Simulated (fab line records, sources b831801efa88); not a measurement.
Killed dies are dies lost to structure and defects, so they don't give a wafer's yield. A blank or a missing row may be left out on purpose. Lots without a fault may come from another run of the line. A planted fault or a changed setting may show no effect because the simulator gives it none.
Which tool did it? | flow sky130 | 15 lots, 45 wafers sampled, at 5 steps of a route of 708

WHAT THE GAUGES READ, wafer by wafer
SKY_VT_ADJUST_PCH_OVL_MEAS_07. Usual: VT_ADJUST_PCH_OVL 0.1 nm, standard deviation 1.2.
lot  | measured     | on         | VT_ADJUST_PCH_OVL (nm) | flag
L844 | day 10 02:59 | overlay-02 | -1.5 -2.1 -0.8         |
L845 | day 11 06:18 | overlay-01 | 2.4 0.7 -0.8           |
L848 | day 11 12:17 | overlay-02 | -1.2 -1.0 -0.7         |
L847 | day 11 14:26 | overlay-01 | -2.5 -1.2 0.6          |
L849 | day 11 21:27 | overlay-02 | 1.2 1.6 1.6            |
L856 | day 14 00:41 | overlay-02 | -1.2 -0.6 -1.6         |
L858 | day 14 19:06 | overlay-02 | 1.7 0.3 0.5            |
L859 | day 16 04:29 | overlay-01 | 2.1 0.9 1.4            |
L861 | day 16 07:27 | overlay-02 | 0.6 0.5 -1.4           |
L863 | day 16 12:14 | overlay-01 | 0.3 0.1 0.7            |
L862 | day 16 16:11 | overlay-02 | 1.6 1.1 0.6            |
L864 | day 16 17:46 | overlay-02 | 0.3 -0.9 -0.3          |
L866 | day 17 11:59 | overlay-02 | 0.4 -0.1 1.4           |
L865 | day 17 12:11 | overlay-01 | 1.2 1.5 1.2            |
L867 | day 18 04:39 | overlay-02 | -0.1 0.5 0.6           |

SKY_VT_ADJUST_PCH_TW_MEAS_10. Usual: VT_ADJUST_PCH_TW 143.1, standard deviation 1.5.
lot  | measured     | on            | VT_ADJUST_PCH_TW  | flag
L844 | day 10 03:17 | film_metro-02 | 144.2 144.6 144.3 |
L845 | day 11 06:36 | film_metro-03 | 29.6 30.0 29.8    | OFF
L848 | day 11 12:34 | film_metro-04 | 30.3 30.3 30.2    | OFF
L847 | day 11 14:43 | film_metro-04 | 30.2 30.2 30.1    | OFF
L849 | day 11 21:44 | film_metro-03 | 141.1 140.7 140.9 |
L856 | day 14 00:59 | film_metro-03 | 141.1 140.7 140.2 |
L858 | day 14 19:23 | film_metro-03 | 140.9 140.7 140.7 |
L859 | day 16 04:47 | film_metro-02 | 144.6 144.5 143.2 |
L861 | day 16 07:45 | film_metro-02 | 144.7 143.6 144.6 |
L863 | day 16 12:32 | film_metro-02 | 144.1 144.3 143.8 |
L862 | day 16 16:28 | film_metro-02 | 144.1 143.9 144.1 |
L864 | day 16 18:03 | film_metro-02 | 144.4 144.7 143.9 |
L866 | day 17 12:17 | film_metro-04 | 142.3 142.2 142.2 |
L865 | day 17 12:29 | film_metro-02 | 143.8 143.6 143.1 |
L867 | day 18 04:56 | film_metro-02 | 143.7 143.2 144.0 |

SKY_SONOS_TUNNEL_CD_MEAS_07: target cd 410 nm. Usual: cd_nm 409.5 nm, standard deviation 2.2.
lot  | measured     | on        | cd_nm (nm)        | flag
L844 | day 11 00:04 | cd_sem-01 | 409.4 410.7 412.2 |
L849 | day 12 22:19 | cd_sem-01 | 408.4 408.0 407.3 |
L856 | day 15 03:44 | cd_sem-02 | 408.4 406.6 407.1 |
L858 | day 15 22:56 | cd_sem-01 | 411.9 411.7 411.9 |
L859 | day 17 09:14 | cd_sem-01 | 408.8 407.8 408.5 |
L861 | day 17 12:57 | cd_sem-01 | 409.3 407.8 407.2 |
L863 | day 17 17:23 | cd_sem-02 | 406.3 405.8 409.8 |
L862 | day 17 22:11 | cd_sem-02 | 407.7 408.9 408.0 |
L864 | day 17 23:26 | cd_sem-01 | 407.2 408.8 408.8 |
L866 | day 18 18:26 | cd_sem-01 | 411.2 409.8 411.1 |
L865 | day 18 18:44 | cd_sem-02 | 409.6 412.9 411.5 |
L867 | day 19 10:52 | cd_sem-02 | 411.4 412.6 412.8 |

SKY_SONOS_ONO_THK_MEAS_01. Usual: SONOS_ONO_OXIDATION_THK 2.59 nm, standard deviation 0.064.
lot  | measured     | on            | SONOS_ONO_OXIDATION_THK (nm) | flag
L844 | day 11 05:19 | film_metro-03 | 2.59 2.58 2.67               |
L849 | day 13 00:17 | film_metro-04 | 2.61 2.65 2.64               |
L856 | day 15 08:44 | film_metro-01 | 2.47 2.56 2.55               |
L858 | day 16 01:41 | film_metro-01 | 2.53 2.57 2.54               |
L859 | day 17 12:13 | film_metro-01 | 2.68 2.73 2.74               |
L861 | day 17 15:07 | film_metro-03 | 2.55 2.59 2.65               |
L863 | day 17 20:16 | film_metro-03 | 2.67 2.67 2.65               |
L862 | day 18 00:53 | film_metro-03 | 2.63 2.57 2.60               |
L864 | day 18 01:55 | film_metro-01 | 2.54 2.58 2.59               |
L866 | day 18 20:26 | film_metro-04 | 2.69 2.66 2.60               |
L865 | day 18 21:00 | film_metro-01 | 2.59 2.64 2.66               |
L867 | day 19 14:30 | film_metro-04 | 2.68 2.72 2.69               |

WHICH TOOL RAN EACH LOT (tool, then ch and the chambers of the sampled wafers, then the start)
lot  | SKY_VT_ADJUST_PCH_IMPLANT_08
L844 | implanter-04 ch 0, day 10 03:03
L845 | implanter-02, day 11 06:23
L848 | implanter-02, day 11 12:19
L847 | implanter-04, day 11 14:28
L849 | implanter-02 ch 0, day 11 21:30
L856 | implanter-02 ch 0, day 14 00:44
L858 | implanter-04 ch 0, day 14 19:10
L859 | implanter-03 ch 0, day 16 04:32
L861 | implanter-03 ch 0, day 16 07:33
L863 | implanter-02 ch 0, day 16 12:17
L862 | implanter-03 ch 0, day 16 16:13
L864 | implanter-03 ch 0, day 16 17:50
L866 | implanter-02 ch 0, day 17 12:02
L865 | implanter-03 ch 0, day 17 12:14
L867 | implanter-03 ch 0, day 18 04:42
- SKY_VT_ADJUST_PCH_IMPLANT_08

WHAT THE TOOLS THEMSELVES READ (means of the sampled wafers that have a number; where no wafer has one, the mark that the record gives instead)
SKY_VT_ADJUST_PCH_IMPLANT_08. Usual: beam_energy_keV 10.000, standard deviation 0.0031; beam_on_s 10.02 s, standard deviation 0.19; dose_ions_cm2 4.999e+11, standard deviation 6e+08; faraday_current_uA 2.82, standard deviation 0.054.
lot  | tool         | beam_energy_keV | beam_on_s (s) | dose_ions_cm2 | faraday_current_uA | flag
L844 | implanter-04 | 10.000          | 9.88          | 5.006e+11     | 2.85               |
L845 | implanter-02 | -               | -             | -             | -                  | OFF
L848 | implanter-02 | -               | -             | -             | -                  | OFF
L847 | implanter-04 | -               | -             | -             | -                  | OFF
L849 | implanter-02 | 9.997           | 9.93          | 4.998e+11     | 2.84               |
L856 | implanter-02 | 10.001          | 10.08         | 4.997e+11     | 2.80               |
L858 | implanter-04 | 9.997           | 10.20         | 4.997e+11     | 2.76               |
L859 | implanter-03 | 10.003          | 10.02         | 4.996e+11     | 2.82               |
L861 | implanter-03 | 10.006          | 9.97          | 4.997e+11     | 2.83               |
L863 | implanter-02 | 10.004          | 10.10         | 5.007e+11     | 2.79               |
L862 | implanter-03 | 10.002          | 9.92          | 5.007e+11     | 2.85               |
L864 | implanter-03 | 10.000          | 10.11         | 4.996e+11     | 2.79               |
L866 | implanter-02 | 9.999           | 10.14         | 4.999e+11     | 2.79               |
L865 | implanter-03 | 10.002          | 10.17         | 4.999e+11     | 2.77               |
L867 | implanter-03 | 9.998           | 10.00         | 5.004e+11     | 2.82               |

THE ANSWER, worked out from the rows above alone
Rule: a lot is off if the mean of its wafers that have a number lies more than 3 standard deviations from the usual mean. A lot without any number at a reading at which 4 lots or more have one is off too. The other lots that the step has rows for count as sound. The gauges are gone through in route order, then the tools' own readings, and for those a lot's mean is taken as printed above. The first step at which some lot is off is used, and at that step the reading that is off furthest; a lot without a number counts as furthest.
Off: L845, L848, L847, at SKY_VT_ADJUST_PCH_TW_MEAS_10 (VT_ADJUST_PCH_TW).
A tool fits if, at a process step before that reading, it ran every lot that is off, and no sound lot after the first of them. The gauges at SKY_VT_ADJUST_PCH_TW_MEAS_10 aren't tried: what is off there is off at SKY_VT_ADJUST_PCH_IMPLANT_08 too, on other tools, and a gauge's error can't cause that. None of those tried fits.

WHAT THE SIMULATOR HAD PUT IN
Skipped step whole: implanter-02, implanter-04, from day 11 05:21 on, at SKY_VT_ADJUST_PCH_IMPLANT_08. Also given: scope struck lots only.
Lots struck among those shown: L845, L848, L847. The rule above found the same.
